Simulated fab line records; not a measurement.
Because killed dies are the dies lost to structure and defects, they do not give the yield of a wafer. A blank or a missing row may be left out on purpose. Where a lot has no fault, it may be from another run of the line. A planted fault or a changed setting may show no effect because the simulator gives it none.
Shared-tool check    flow gf180mcu    Sampled: 13 lots, 39 wafers

== REASON FOR OPENING ==
Of 13 lots, 2 have the reading MVSD_TW flagged at GF_MVSD_TW_MEAS_11. Wafers without a fault read 1588, standard deviation 11.
Rule: flag the lot when none of its wafers has a number, or when each of its wafers that has one lies beyond 4 standard deviations from that mean. The rest of the lots are taken to be sound.

lot   measured     on             MVSD_TW, wafer by wafer  flag
L599  day 4 12:14  film-metro-01  1588 1595 1595           
L600  day 4 18:17  film-metro-01  1592 1589 1592           
L601  day 4 22:47  film-metro-02  1582 1586 1578           
L602  day 5 04:32  film-metro-01  1590 1580 1594           
L603  day 5 11:14  film-metro-02  1591 1573 1576           
L605  day 6 00:17  film-metro-02  1922 1922 1915           FLAGGED
L606  day 6 03:46  film-metro-02  1574 1565 1587           
L611  day 7 13:44  film-metro-01  1931 1934 1940           FLAGGED
L613  day 7 20:17  film-metro-02  1585 1590 1592           
L617  day 8 19:01  film-metro-04  1601 1603 1604           
L619  day 9 07:11  film-metro-01  1581 1576 1581           
L621  day 9 18:20  film-metro-01  1581 1583 1578           
L622  day 9 23:27  film-metro-02  1574 1589 1587           
The numbers of the flagged lots are 1927 on average: +339 against the usual, or +31 standard deviations.

== TOOL THAT RAN EACH LOT ==
The record holds 2 process steps before the reading, out of a route of 602 steps. In each cell: the tool, then ch and the chambers that the sampled wafers went through, then the start.
lot   flag     GF_STI_ETCH_13                     GF_MVSD_IMPLANT_08
L599           rie-diel-03 ch 1,2, day 2 01:49    implanter-04 ch 0, day 4 11:50
L600           rie-diel-01 ch 0,2,3, day 2 06:25  implanter-04 ch 0, day 4 17:53
L601           rie-diel-02 ch 0,2,3, day 2 11:44  implanter-04 ch 0, day 4 22:23
L602           rie-diel-02 ch 0,2,3, day 2 17:23  implanter-02 ch 0, day 5 04:10
L603           rie-diel-02 ch 0,2,3, day 2 22:55  implanter-04 ch 0, day 5 10:50
L605  FLAGGED  rie-diel-03 ch 1,3, day 3 09:18    implanter-01 ch 0, day 5 23:34
L606           rie-diel-01 ch 1,2,3, day 3 13:33  implanter-04 ch 0, day 6 03:22
L611  FLAGGED  rie-diel-01 ch 0,1, day 4 18:19    implanter-02 ch 0, day 7 12:58
L613           rie-diel-02 ch 0,2, day 5 01:38    implanter-04 ch 0, day 7 19:53
L617           rie-diel-01 ch 0,3, day 5 22:15    implanter-02 ch 0, day 8 18:39
L619           rie-diel-03 ch 0,1,3, day 6 08:17  implanter-04 ch 0, day 9 06:47
L621           rie-diel-02 ch 0,1,2, day 6 18:39  implanter-01 ch 0, day 9 17:56
L622           rie-diel-02 ch 1,2, day 7 00:22    implanter-04 ch 0, day 9 23:03
What these steps do:
- GF_STI_ETCH_13: etches the open film in CHF3/O2, stops on Si, target depth 282.31 nm, time 112.9 s.
- GF_MVSD_IMPLANT_08
- GF_MVSD_TW_MEAS_11

== FLAGGED OVER TOTAL, TOOL BY TOOL (the gauges that took the reading come last) ==
step                tool           lots run  flagged  share of the flagged lots  sound lots run after its first flagged lot
GF_STI_ETCH_13      rie-diel-01    4         1        some                       1 (L617)
GF_STI_ETCH_13      rie-diel-02    6         0        none                       -
GF_STI_ETCH_13      rie-diel-03    3         1        some                       1 (L619)
GF_MVSD_IMPLANT_08  implanter-01   2         1        some                       1 (L621)
GF_MVSD_IMPLANT_08  implanter-02   3         1        some                       1 (L617)
GF_MVSD_IMPLANT_08  implanter-04   8         0        none                       -
GF_MVSD_TW_MEAS_11  film-metro-01  6         1        some                       2 (L619,L621)
GF_MVSD_TW_MEAS_11  film-metro-02  6         1        some                       3 (L606,L613,L622)
GF_MVSD_TW_MEAS_11  film-metro-04  1         0        none                       -

== WHAT IS ALLOWED BY THE TABLE ==
No row of the table ran every flagged lot.

== WHAT WAS PUT IN BY THE SIMULATOR ==
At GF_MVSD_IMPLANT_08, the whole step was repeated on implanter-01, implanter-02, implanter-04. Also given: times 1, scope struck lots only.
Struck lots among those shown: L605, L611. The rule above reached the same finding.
